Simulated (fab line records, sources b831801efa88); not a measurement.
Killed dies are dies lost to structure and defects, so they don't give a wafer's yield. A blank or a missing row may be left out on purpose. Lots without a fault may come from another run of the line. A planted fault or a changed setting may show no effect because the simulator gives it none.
Tool commonality check | flow sky130 | 12 lots, 36 wafers sampled

WHY IT WAS OPENED
At SKY_VT_ADJUST_HVTP_TW_MEAS_11 the reading VT_ADJUST_HVTP_TW is flagged on 2 of 12 lots. Wafers without a fault read 1359, standard deviation 12.
Rule: a lot is flagged when every wafer of it that has a number lies more than 4 standard deviations from that mean, or none has a number. The other lots count as sound.

lot  | measured     | on            | VT_ADJUST_HVTP_TW, wafer by wafer | flag
L997 | day 6 06:01  | film_metro-01 | 1377 1379 1377                    |
L999 | day 6 16:02  | film_metro-04 | 1359 1363 1364                    |
L998 | day 6 17:46  | film_metro-03 | 1349 1354 1350                    |
L101 | day 7 02:20  | film_metro-01 | 1377 1372 1376                    |
L104 | day 8 03:07  | film_metro-03 | 1348 1347 1340                    |
L105 | day 8 13:58  | film_metro-04 | 1360 1345 1349                    |
L108 | day 9 01:45  | film_metro-03 | 971 970 968                       | FLAGGED
L109 | day 9 06:58  | film_metro-04 | 1351 1361 1352                    |
L110 | day 9 12:31  | film_metro-03 | 975 975 981                       | FLAGGED
L111 | day 9 22:49  | film_metro-01 | 1386 1382 1377                    |
L119 | day 11 23:16 | film_metro-04 | 1347 1352 1353                    |
L120 | day 12 03:55 | film_metro-01 | 1374 1371 1371                    |
The numbers of the flagged lots are 973 on average: -386 against the usual, or -32 standard deviations.

WHICH TOOL RAN EACH LOT
The record holds 3 process steps before the reading, out of a route of 708 steps. In each cell: the tool, then ch and the chambers that the sampled wafers went through, then the start.
lot  | flag    | SKY_PWDE_STRIP_09                   | SKY_VT_ADJUST_HVTP_IMPLANT_09   | SKY_VT_ADJUST_HVTP_STRIP_10
L997 |         | plasma_asher-03 ch 0,1, day 3 23:35 | implanter-02 ch 0, day 6 05:49  | plasma_asher-04 ch 0,1, day 6 05:55
L999 |         | plasma_asher-01 ch 0, day 4 08:38   | implanter-02 ch 0, day 6 15:47  | plasma_asher-02 ch 0,1, day 6 15:56
L998 |         | plasma_asher-03 ch 0,1, day 4 08:58 | implanter-02 ch 0, day 6 17:32  | plasma_asher-03 ch 0,1, day 6 17:40
L101 |         | plasma_asher-03 ch 0, day 4 16:46   | implanter-02 ch 0, day 7 02:06  | plasma_asher-03 ch 1, day 7 02:13
L104 |         | plasma_asher-01 ch 0,1, day 5 15:36 | implanter-03 ch 0, day 8 02:55  | plasma_asher-04 ch 0,1, day 8 03:01
L105 |         | plasma_asher-03 ch 0,1, day 6 01:23 | implanter-03 ch 0, day 8 13:44  | plasma_asher-02 ch 0,1, day 8 13:52
L108 | FLAGGED | plasma_asher-02 ch 0, day 6 12:29   | implanter-03 ch 0, day 9 01:31  | plasma_asher-02 ch 0,1, day 9 01:38
L109 |         | plasma_asher-02 ch 0,1, day 6 16:55 | implanter-04 ch 0, day 9 06:43  | plasma_asher-02 ch 0,1, day 9 06:52
L110 | FLAGGED | plasma_asher-02 ch 0,1, day 6 22:17 | implanter-03 ch 0, day 9 12:17  | plasma_asher-03 ch 0,1, day 9 12:25
L111 |         | plasma_asher-03 ch 0,1, day 7 06:22 | implanter-02 ch 0, day 9 22:34  | plasma_asher-02 ch 0,1, day 9 22:43
L119 |         | plasma_asher-03 ch 1, day 9 02:23   | implanter-02 ch 0, day 11 23:01 | plasma_asher-02 ch 0,1, day 11 23:10
L120 |         | plasma_asher-01 ch 0,1, day 9 07:47 | implanter-02 ch 0, day 12 03:40 | plasma_asher-04 ch 0,1, day 12 03:49
What these steps do:
- SKY_PWDE_STRIP_09: strips in O2/N2.
- SKY_VT_ADJUST_HVTP_IMPLANT_09
- SKY_VT_ADJUST_HVTP_STRIP_10: strips in O2/N2.
- SKY_VT_ADJUST_HVTP_TW_MEAS_11

FLAGGED OVER TOTAL, TOOL BY TOOL (the gauges that took the reading come last)
step                          | tool            | lots run | flagged | share of the flagged lots | sound lots run after its first flagged lot
SKY_PWDE_STRIP_09             | plasma_asher-01 | 3        | 0       | none                      | -
SKY_PWDE_STRIP_09             | plasma_asher-02 | 3        | 2       | all                       | 1 (L109)
SKY_PWDE_STRIP_09             | plasma_asher-03 | 6        | 0       | none                      | -
SKY_VT_ADJUST_HVTP_IMPLANT_09 | implanter-02    | 7        | 0       | none                      | -
SKY_VT_ADJUST_HVTP_IMPLANT_09 | implanter-03    | 4        | 2       | all                       | 0
SKY_VT_ADJUST_HVTP_IMPLANT_09 | implanter-04    | 1        | 0       | none                      | -
SKY_VT_ADJUST_HVTP_STRIP_10   | plasma_asher-02 | 6        | 1       | some                      | 3 (L109,L111,L119)
SKY_VT_ADJUST_HVTP_STRIP_10   | plasma_asher-03 | 3        | 1       | some                      | 0
SKY_VT_ADJUST_HVTP_STRIP_10   | plasma_asher-04 | 3        | 0       | none                      | -
SKY_VT_ADJUST_HVTP_TW_MEAS_11 | film_metro-01   | 4        | 0       | none                      | -
SKY_VT_ADJUST_HVTP_TW_MEAS_11 | film_metro-03   | 4        | 2       | all                       | 0
SKY_VT_ADJUST_HVTP_TW_MEAS_11 | film_metro-04   | 4        | 0       | none                      | -

WHAT THE TABLE ALLOWS
3 rows of the table ran every flagged lot: plasma_asher-02 at SKY_PWDE_STRIP_09, implanter-03 at SKY_VT_ADJUST_HVTP_IMPLANT_09, film_metro-03 at SKY_VT_ADJUST_HVTP_TW_MEAS_11.
- plasma_asher-02 at SKY_PWDE_STRIP_09: 2 of its 3 lots flagged. Sound lots ran on it after the first flagged one (L109), which a lasting fault on the whole tool wouldn't allow.
- implanter-03 at SKY_VT_ADJUST_HVTP_IMPLANT_09: 2 of its 4 lots flagged. Its last sound lot is L105 (day 8 13:44), its first flagged lot L108 (day 9 01:31): a fault that began between those two fits. Its own readings lie more than 4 standard deviations out on every wafer of the flagged lots: dose_ions_cm2, faraday_current_uA.
- film_metro-03 at SKY_VT_ADJUST_HVTP_TW_MEAS_11: 2 of its 4 lots flagged. Its last sound lot is L104 (day 8 03:07), its first flagged lot L108 (day 9 01:45): a fault that began between those two fits.
Counting lots can't tell these 2 tools apart, because each fits a fault that began at some hour. More lots, or a look at what each step does to the wafer, might.

WHAT THE SIMULATOR HAD PUT IN
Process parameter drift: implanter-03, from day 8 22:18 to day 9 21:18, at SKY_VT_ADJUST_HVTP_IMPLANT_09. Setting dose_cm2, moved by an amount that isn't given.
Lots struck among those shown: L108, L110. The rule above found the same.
